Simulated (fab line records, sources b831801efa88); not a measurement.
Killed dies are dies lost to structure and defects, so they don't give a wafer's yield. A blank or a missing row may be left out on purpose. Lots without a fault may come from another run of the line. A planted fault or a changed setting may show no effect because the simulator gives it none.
One fault seen from 2 desks | flow sky130 | each desk has only its own numbers; what lay behind them comes last

THE METROLOGY DESK
What the gauges read, lot by lot, whatever tool the lot ran on: means of the sampled wafers that have a number. A lot is out of limits, marked OUT, if its mean lies more than 4 standard deviations from the usual mean; the brackets give that distance.
Columns: A = VT_ADJUST_LVTN_TW at SKY_VT_ADJUST_LVTN_TW_MEAS_10, usual 242.5; B = SONOS_TUNNEL_OVL at SKY_SONOS_TUNNEL_OVL_MEAS_08, usual -0.9 nm
lot  | first seen here | A     | B
L524 | day 7 00:52     | 245.5 | 1.2
L526 | day 7 12:26     | 243.4 | -0.3
L527 | day 7 19:37     | 238.8 | 0.4
L530 | day 8 11:05     | 246.5 | -3.2
L532 | day 9 03:16     | 244.9 | -1.8
L533 | day 9 06:34     | 239.6 | -3.0
L534 | day 9 14:58     | 239.5 | -0.1
L537 | day 10 09:52    | 239.9 | 2.1
L538 | day 10 13:36    | 242.6 | -2.4
L541 | day 11 15:07    | 239.8 | 0.4
L545 | day 12 10:37    | 244.6 | 0.3
L546 | day 12 18:23    | 244.3 | -2.2
L547 | day 13 02:29    | 243.8 | -0.3
This desk's finding: nothing out of limits on any of the 13 lots.

THE TOOL OWNER'S DESK: plasma_asher-04
The tool's own readings at SKY_VT_ADJUST_PCH_STRIP_09 (strips in O2/N2): means of the sampled wafers that have a number, for each lot that ran on this tool. A lot is out of limits, marked OUT, if its mean lies more than 4 standard deviations from the usual mean; the brackets give that distance.
Columns: A = chamber_pressure_mTorr at SKY_VT_ADJUST_PCH_STRIP_09, usual 1500.0 mTorr; B = drypump_motor_current_A at SKY_VT_ADJUST_PCH_STRIP_09, usual 5.3 A; C = oes_product_au at SKY_VT_ADJUST_PCH_STRIP_09, usual 0.723 a.u.; D = strip_time_to_endpoint_s at SKY_VT_ADJUST_PCH_STRIP_09, usual 36.94 s
lot  | first seen here | A      | B   | C               | D
L524 | day 10 12:41    | 1499.6 | 5.4 | 0.727           | 36.85
L533 | day 13 01:20    | 1500.3 | 5.4 | 0.725           | 37.01
L537 | day 14 10:17    | 1501.0 | 5.4 | 0.723           | 36.85
L541 | day 15 22:01    | 1500.6 | 5.4 | 0.720           | 37.03
L545 | day 16 19:47    | 1500.2 | 5.4 | 0.814 (+22) OUT | 31.38 (-63) OUT
L546 | day 17 05:31    | 1499.5 | 5.3 | 0.811 (+21) OUT | 31.14 (-66) OUT
This desk's finding: out of limits on L545, L546; first on L545, day 16 19:47 (oes_product_au at SKY_VT_ADJUST_PCH_STRIP_09). In limits: L524, L533, L537, L541.

PUT TOGETHER
The tool owner's desk could have raised an alarm at day 16 19:47, on L545, L546.
The metrology desk saw nothing out of limits.
The metrology desk has L545, L546 on record, within its limits.
Of the lots named, all ran SKY_VT_ADJUST_PCH_STRIP_09 on plasma_asher-04.

WHAT THE SIMULATOR HAD PUT IN
Process parameter drift: plasma_asher-04, from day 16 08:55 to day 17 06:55, at SKY_VT_ADJUST_PCH_STRIP_09. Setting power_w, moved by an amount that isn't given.
Lots struck among those shown: L545, L546.
Hours from the fault's start to each desk's first reading out of limits: the tool owner's desk, 11.
